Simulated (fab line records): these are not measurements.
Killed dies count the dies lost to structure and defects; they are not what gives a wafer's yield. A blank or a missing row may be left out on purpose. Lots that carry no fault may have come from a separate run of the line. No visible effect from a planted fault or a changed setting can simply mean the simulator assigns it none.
Check for tools in common || flow gf180mcu || 39 wafers sampled across 13 lots

== WHY THIS WAS OPENED ==
At GF_VT_IMPLANT_TW_MEAS_43 the reading VT_IMPLANT_4_TW is flagged on 2 of 13 lots. No-fault wafers: 693, standard deviation 5.1.
Rule: a lot is flagged in two cases, either no wafer of it has a number, or all its wafers with numbers fall more than 4 standard deviations from that mean. The rest of the lots are taken to be sound.

{"lot": "L287", "measured": "day 7 15:00", "on": "film_metro-04", "VT_IMPLANT_4_TW, wafer by wafer": "695 695 699", "flag": ""}
{"lot": "L288", "measured": "day 7 18:46", "on": "film_metro-03", "VT_IMPLANT_4_TW, wafer by wafer": "693 696 691", "flag": ""}
{"lot": "L289", "measured": "day 7 20:57", "on": "film_metro-03", "VT_IMPLANT_4_TW, wafer by wafer": "692 691 695", "flag": ""}
{"lot": "L290", "measured": "day 8 09:55", "on": "film_metro-04", "VT_IMPLANT_4_TW, wafer by wafer": "704 697 699", "flag": ""}
{"lot": "L291", "measured": "day 8 21:16", "on": "film_metro-01", "VT_IMPLANT_4_TW, wafer by wafer": "687 688 692", "flag": ""}
{"lot": "L292", "measured": "day 9 00:44", "on": "film_metro-04", "VT_IMPLANT_4_TW, wafer by wafer": "696 691 695", "flag": ""}
{"lot": "L293", "measured": "day 9 05:26", "on": "film_metro-03", "VT_IMPLANT_4_TW, wafer by wafer": "856 861 856", "flag": "FLAGGED"}
{"lot": "L295", "measured": "day 9 17:44", "on": "film_metro-03", "VT_IMPLANT_4_TW, wafer by wafer": "860 860 860", "flag": "FLAGGED"}
{"lot": "L300", "measured": "day 11 02:49", "on": "film_metro-01", "VT_IMPLANT_4_TW, wafer by wafer": "690 689 691", "flag": ""}
{"lot": "L304", "measured": "day 12 07:46", "on": "film_metro-03", "VT_IMPLANT_4_TW, wafer by wafer": "692 691 689", "flag": ""}
{"lot": "L306", "measured": "day 13 08:56", "on": "film_metro-03", "VT_IMPLANT_4_TW, wafer by wafer": "696 699 697", "flag": ""}
{"lot": "L308", "measured": "day 13 14:29", "on": "film_metro-01", "VT_IMPLANT_4_TW, wafer by wafer": "689 690 691", "flag": ""}
{"lot": "L309", "measured": "day 13 23:01", "on": "film_metro-04", "VT_IMPLANT_4_TW, wafer by wafer": "698 701 702", "flag": ""}
The mean of the flagged lots' numbers is 859, +166 from the usual (+33 standard deviations).

== TOOL THAT RAN EACH LOT ==
Before the reading, the record contains 2 process steps out of a 602-step route. In each cell: the tool, then ch and the chambers that the sampled wafers went through, then the start.
{"lot": "L287", "flag": "", "GF_VT_IMPLANT_STRIP_31": "plasma_asher-01 ch 0,1, day 6 22:47", "GF_VT_IMPLANT_IMPLANT_41": "implanter-01 ch 0, day 7 14:45"}
{"lot": "L288", "flag": "", "GF_VT_IMPLANT_STRIP_31": "plasma_asher-01 ch 0,1, day 7 02:20", "GF_VT_IMPLANT_IMPLANT_41": "implanter-01 ch 0, day 7 18:31"}
{"lot": "L289", "flag": "", "GF_VT_IMPLANT_STRIP_31": "plasma_asher-04 ch 0,1, day 7 05:12", "GF_VT_IMPLANT_IMPLANT_41": "implanter-04 ch 0, day 7 20:44"}
{"lot": "L290", "flag": "", "GF_VT_IMPLANT_STRIP_31": "plasma_asher-04 ch 0,1, day 7 17:14", "GF_VT_IMPLANT_IMPLANT_41": "implanter-04 ch 0, day 8 09:42"}
{"lot": "L291", "flag": "", "GF_VT_IMPLANT_STRIP_31": "plasma_asher-03 ch 0,1, day 8 04:33", "GF_VT_IMPLANT_IMPLANT_41": "implanter-02 ch 0, day 8 21:01"}
{"lot": "L292", "flag": "", "GF_VT_IMPLANT_STRIP_31": "plasma_asher-01 ch 0,1, day 8 07:31", "GF_VT_IMPLANT_IMPLANT_41": "implanter-04 ch 0, day 9 00:29"}
{"lot": "L293", "flag": "FLAGGED", "GF_VT_IMPLANT_STRIP_31": "plasma_asher-03 ch 0,1, day 8 12:32", "GF_VT_IMPLANT_IMPLANT_41": "implanter-04 ch 0, day 9 04:52"}
{"lot": "L295", "flag": "FLAGGED", "GF_VT_IMPLANT_STRIP_31": "plasma_asher-04 ch 0,1, day 9 00:57", "GF_VT_IMPLANT_IMPLANT_41": "implanter-01 ch 0, day 9 17:12"}
{"lot": "L300", "flag": "", "GF_VT_IMPLANT_STRIP_31": "plasma_asher-04 ch 0,1, day 10 08:27", "GF_VT_IMPLANT_IMPLANT_41": "implanter-02 ch 0, day 11 02:35"}
{"lot": "L304", "flag": "", "GF_VT_IMPLANT_STRIP_31": "plasma_asher-03 ch 0,1, day 11 12:39", "GF_VT_IMPLANT_IMPLANT_41": "implanter-02 ch 0, day 12 07:33"}
{"lot": "L306", "flag": "", "GF_VT_IMPLANT_STRIP_31": "plasma_asher-03 ch 0,1, day 12 13:21", "GF_VT_IMPLANT_IMPLANT_41": "implanter-04 ch 0, day 13 08:41"}
{"lot": "L308", "flag": "", "GF_VT_IMPLANT_STRIP_31": "plasma_asher-03 ch 0,1, day 12 18:31", "GF_VT_IMPLANT_IMPLANT_41": "implanter-02 ch 0, day 13 14:16"}
{"lot": "L309", "flag": "", "GF_VT_IMPLANT_STRIP_31": "plasma_asher-03 ch 0,1, day 13 02:10", "GF_VT_IMPLANT_IMPLANT_41": "implanter-02 ch 0, day 13 22:46"}
What these steps do:
- GF_VT_IMPLANT_STRIP_31: strips in O2/N2.
- GF_VT_IMPLANT_IMPLANT_41
- GF_VT_IMPLANT_TW_MEAS_43

== FLAGGED AGAINST TOTAL, ONE TOOL AT A TIME (gauges that did the reading follow at the end) ==
{"step": "GF_VT_IMPLANT_STRIP_31", "tool": "plasma_asher-01", "lots run": 3, "flagged": 0, "share of the flagged lots": "none", "sound lots run after its first flagged lot": "-"}
{"step": "GF_VT_IMPLANT_STRIP_31", "tool": "plasma_asher-03", "lots run": 6, "flagged": 1, "share of the flagged lots": "some", "sound lots run after its first flagged lot": "4 (L304,L306,L308,L309)"}
{"step": "GF_VT_IMPLANT_STRIP_31", "tool": "plasma_asher-04", "lots run": 4, "flagged": 1, "share of the flagged lots": "some", "sound lots run after its first flagged lot": "1 (L300)"}
{"step": "GF_VT_IMPLANT_IMPLANT_41", "tool": "implanter-01", "lots run": 3, "flagged": 1, "share of the flagged lots": "some", "sound lots run after its first flagged lot": 0}
{"step": "GF_VT_IMPLANT_IMPLANT_41", "tool": "implanter-02", "lots run": 5, "flagged": 0, "share of the flagged lots": "none", "sound lots run after its first flagged lot": "-"}
{"step": "GF_VT_IMPLANT_IMPLANT_41", "tool": "implanter-04", "lots run": 5, "flagged": 1, "share of the flagged lots": "some", "sound lots run after its first flagged lot": "1 (L306)"}
{"step": "GF_VT_IMPLANT_TW_MEAS_43", "tool": "film_metro-01", "lots run": 3, "flagged": 0, "share of the flagged lots": "none", "sound lots run after its first flagged lot": "-"}
{"step": "GF_VT_IMPLANT_TW_MEAS_43", "tool": "film_metro-03", "lots run": 6, "flagged": 2, "share of the flagged lots": "all", "sound lots run after its first flagged lot": "2 (L304,L306)"}
{"step": "GF_VT_IMPLANT_TW_MEAS_43", "tool": "film_metro-04", "lots run": 4, "flagged": 0, "share of the flagged lots": "none", "sound lots run after its first flagged lot": "-"}

== WHAT THE TABLE PERMITS ==
In the table, 1 row covers all flagged lots: film_metro-03 at GF_VT_IMPLANT_TW_MEAS_43.
- film_metro-03 at GF_VT_IMPLANT_TW_MEAS_43 ran 6 lots, 2 of them flagged. After the first flagged lot (L304, L306), sound lots still ran on it; a lasting fault on the whole tool would not permit that.
Every row of the table either missed a flagged lot or ran a sound lot after the first.

== WHAT THE SIMULATOR HAD INSERTED ==
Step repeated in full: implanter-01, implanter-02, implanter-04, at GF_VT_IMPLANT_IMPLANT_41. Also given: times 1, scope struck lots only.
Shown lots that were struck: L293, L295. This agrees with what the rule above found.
